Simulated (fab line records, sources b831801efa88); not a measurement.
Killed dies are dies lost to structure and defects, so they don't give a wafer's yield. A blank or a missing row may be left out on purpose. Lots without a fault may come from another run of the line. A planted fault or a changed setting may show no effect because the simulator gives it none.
Which tool did it? | flow sky130 | 14 lots, 42 wafers sampled, at 3 steps of a route of 708

WHAT THE GAUGES READ, wafer by wafer
SKY_VT_ADJUST_NCORE_TW_MEAS_11. Usual: VT_ADJUST_NCORE_TW 218.1, standard deviation 2.1.
lot  | measured     | on            | VT_ADJUST_NCORE_TW | flag
L405 | day 8 17:14  | film_metro-01 | 217.0 217.7 218.4  |
L406 | day 9 02:58  | film_metro-04 | 221.3 220.1 223.1  |
L408 | day 9 13:12  | film_metro-02 | 215.4 215.3 215.5  |
L412 | day 10 16:14 | film_metro-01 | 217.7 218.4 218.6  |
L414 | day 11 09:54 | film_metro-01 | 216.8 217.5 216.9  |
L415 | day 11 11:55 | film_metro-01 | 217.0 218.6 217.1  |
L416 | day 11 22:35 | film_metro-01 | 218.6 217.7 216.4  |
L417 | day 12 04:37 | film_metro-01 | 218.5 217.8 218.1  |
L418 | day 12 12:20 | film_metro-02 | 218.5 216.0 218.0  |
L423 | day 13 23:55 | film_metro-02 | 216.1 214.9 216.1  |
L425 | day 14 13:13 | film_metro-02 | 215.2 215.0 215.5  |
L426 | day 15 05:28 | film_metro-04 | 222.2 222.4 220.7  |
L427 | day 15 18:16 | film_metro-04 | 222.4 221.2 222.4  |
L428 | day 16 01:29 | film_metro-01 | 218.3 218.6 218.2  |

WHICH TOOL RAN EACH LOT (tool, then ch and the chambers of the sampled wafers, then the start)
lot  | SKY_VT_ADJUST_HVTP_STRIP_10          | SKY_VT_ADJUST_LVTN_STRIP_20
L405 | plasma_asher-01 ch 0,1, day 6 05:00  | plasma_asher-02 ch 0,1, day 7 20:59
L406 | plasma_asher-01 ch 0,1, day 6 13:35  | plasma_asher-04 ch 0,1, day 8 05:08
L408 | plasma_asher-02 ch 0, day 6 22:18    | plasma_asher-04 ch 0,1, day 8 14:23
L412 | plasma_asher-01 ch 0,1, day 7 22:30  | plasma_asher-02 ch 0,1, day 9 18:17
L414 | plasma_asher-04 ch 0, day 8 12:57    | plasma_asher-04 ch 0,1, day 10 11:02
L415 | plasma_asher-04 ch 0,1, day 8 16:21  | plasma_asher-02 ch 0,1, day 10 12:47
L416 | plasma_asher-01 ch 0,1, day 9 00:45  | plasma_asher-04 ch 0, day 10 22:17
L417 | plasma_asher-02 ch 0,1, day 9 07:57  | plasma_asher-03 ch 0,1, day 11 04:56
L418 | plasma_asher-01 ch 0,1, day 9 13:41  | plasma_asher-04 ch 0,1, day 11 11:46
L423 | plasma_asher-01 ch 0,1, day 10 22:01 | plasma_asher-03 ch 0,1, day 12 22:04
L425 | plasma_asher-01 ch 1, day 11 08:50   | plasma_asher-04 ch 0,1, day 13 10:35
L426 | plasma_asher-01 ch 0,1, day 12 01:22 | plasma_asher-02 ch 0,1, day 14 03:17
L427 | plasma_asher-01 ch 0,1, day 12 11:33 | plasma_asher-03 ch 0,1, day 14 14:47
L428 | plasma_asher-02 ch 0,1, day 12 17:46 | plasma_asher-03 ch 0,1, day 14 21:34
- SKY_VT_ADJUST_HVTP_STRIP_10: strips in O2/N2.
- SKY_VT_ADJUST_LVTN_STRIP_20: strips in O2/N2.

WHAT THE TOOLS THEMSELVES READ (means of the sampled wafers that have a number; where no wafer has one, the mark that the record gives instead)
SKY_VT_ADJUST_HVTP_STRIP_10. Usual: drypump_motor_current_A 5.9 A, standard deviation 0.31; oes_product_au 0.715 a.u., standard deviation 0.0045; strip_time_to_endpoint_s 14.19 s, standard deviation 0.045.
lot  | tool            | drypump_motor_current_A (A) | oes_product_au (a.u.) | strip_time_to_endpoint_s (s) | flag
L405 | plasma_asher-01 | 5.7                         | 0.716                 | 14.15                        |
L406 | plasma_asher-01 | 5.6                         | 0.715                 | 14.18                        |
L408 | plasma_asher-02 | 6.1                         | 0.715                 | 14.16                        |
L412 | plasma_asher-01 | 5.6                         | 0.717                 | 14.17                        |
L414 | plasma_asher-04 | 6.2                         | 0.715                 | 14.26                        |
L415 | plasma_asher-04 | 6.1                         | 0.715                 | 14.12                        |
L416 | plasma_asher-01 | 5.6                         | 0.713                 | 14.16                        |
L417 | plasma_asher-02 | 6.2                         | 0.719                 | 14.18                        |
L418 | plasma_asher-01 | 5.6                         | 0.714                 | 14.25                        |
L423 | plasma_asher-01 | 5.7                         | 0.718                 | 14.16                        |
L425 | plasma_asher-01 | 5.4                         | 0.714                 | 14.22                        |
L426 | plasma_asher-01 | 5.7                         | 0.715                 | 14.16                        |
L427 | plasma_asher-01 | 5.6                         | 0.714                 | 14.16                        |
L428 | plasma_asher-02 | 6.2                         | 0.718                 | 14.18                        |

SKY_VT_ADJUST_LVTN_STRIP_20. Usual: drypump_motor_current_A 6.12 A, standard deviation 0.19; oes_product_au 0.715 a.u., standard deviation 0.0045; strip_time_to_endpoint_s 14.16 s, standard deviation 0.039.
lot  | tool            | drypump_motor_current_A (A) | oes_product_au (a.u.) | strip_time_to_endpoint_s (s) | flag
L405 | plasma_asher-02 | 6.15                        | 0.718                 | 14.17                        |
L406 | plasma_asher-04 | 6.19                        | 0.715                 | 14.20                        |
L408 | plasma_asher-04 | 6.20                        | 0.711                 | 14.11                        |
L412 | plasma_asher-02 | 6.24                        | 0.714                 | 14.15                        |
L414 | plasma_asher-04 | 6.19                        | 0.719                 | 14.13                        |
L415 | plasma_asher-02 | 6.24                        | 0.713                 | 14.20                        |
L416 | plasma_asher-04 | 6.25                        | 0.714                 | 14.17                        |
L417 | plasma_asher-03 | 6.03                        | 0.714                 | 14.20                        |
L418 | plasma_asher-04 | 6.19                        | 0.714                 | 14.20                        |
L423 | plasma_asher-03 | 5.87                        | 0.719                 | 14.13                        |
L425 | plasma_asher-04 | 6.14                        | 0.718                 | 14.18                        |
L426 | plasma_asher-02 | 6.25                        | 0.716                 | 14.19                        |
L427 | plasma_asher-03 | 5.86                        | 0.714                 | 14.11                        |
L428 | plasma_asher-03 | 5.87                        | 0.713                 | 14.16                        |

THE ANSWER, worked out from the rows above alone
Rule: a lot is off if the mean of its wafers that have a number lies more than 3 standard deviations from the usual mean. A lot without any number at a reading at which 4 lots or more have one is off too. The other lots that the step has rows for count as sound. The gauges are gone through in route order, then the tools' own readings, and for those a lot's mean is taken as printed above. The first step at which some lot is off is used, and at that step the reading that is off furthest; a lot without a number counts as furthest.
No lot is off at any reading shown: from this, nothing can be told.

WHAT THE SIMULATOR HAD PUT IN
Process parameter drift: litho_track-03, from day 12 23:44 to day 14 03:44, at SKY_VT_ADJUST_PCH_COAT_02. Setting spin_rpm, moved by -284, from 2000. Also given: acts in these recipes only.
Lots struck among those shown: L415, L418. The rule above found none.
